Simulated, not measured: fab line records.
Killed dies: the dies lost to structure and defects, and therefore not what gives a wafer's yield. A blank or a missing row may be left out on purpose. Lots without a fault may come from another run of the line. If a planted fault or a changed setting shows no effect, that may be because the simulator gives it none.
Which tool was responsible? | flow sky130 | at 1 step of a route of 708, 13 lots with 39 wafers sampled

== WHAT EACH GAUGE READ, for each wafer ==
SKY_METAL3_OVL_MEAS_14.
lot  | measured     | on         | METAL3_OVL (nm)
L919 | day 39 05:50 | overlay-02 | -3 -9 0
L922 | day 40 09:48 | overlay-02 | -2 -2 -8
L923 | day 40 14:22 | overlay-01 | -6 -5 -6
L926 | day 40 21:51 | overlay-02 | 6 -1 9
L924 | day 40 23:01 | overlay-02 | 1 -6 -8
L930 | day 41 23:34 | overlay-02 | 1 1 8
L929 | day 42 03:32 | overlay-01 | -5 1 -1
L932 | day 42 15:21 | overlay-02 | 4 2 3
L933 | day 43 16:32 | overlay-02 | -1 -1 2
L935 | day 43 16:47 | overlay-02 | -3 -5 -2
L934 | day 43 16:59 | overlay-01 | 5 5 9
L940 | day 44 21:53 | overlay-02 | -2 2 -8
L941 | day 45 00:45 | overlay-01 | 13 10 10

== EACH LOT AND THE TOOL THAT RAN IT (in order: tool; ch and the chambers of the sampled wafers; start) ==
The record holds no process step before these readings.

== WHAT THE TOOLS THEMSELVES READ (means of the sampled wafers that have a number; where no wafer has one, the mark that the record gives instead) ==
The record holds no such reading with a usual standard deviation.

== THE ANSWER, worked out from the rows above alone ==
Rule: what is usual is taken from the lots themselves. The widest of any qualifying gaps counts: lots, ordered by their means at a reading, are off when they make up no more than a third of the lots, leave a main group of 4 or more, and stand apart from it by 3 or more times the standard deviation of that group's means. If all means in a main group match to the digits the tables above print for the reading, that group is not used. Also off: a lot with no number at a reading for which 4 or more lots have one. All remaining lots with rows at the step are treated as sound. After the gauges, taken in route order, come the tools' own readings; for these a lot's mean is taken, as printed above. The first step at which some lot is off is used, and at that step the reading that is off furthest; a lot without a number counts as furthest.
Across all readings shown, no lot is off: no conclusion can be drawn from this.

== WHAT WAS PUT IN BY THE SIMULATOR ==
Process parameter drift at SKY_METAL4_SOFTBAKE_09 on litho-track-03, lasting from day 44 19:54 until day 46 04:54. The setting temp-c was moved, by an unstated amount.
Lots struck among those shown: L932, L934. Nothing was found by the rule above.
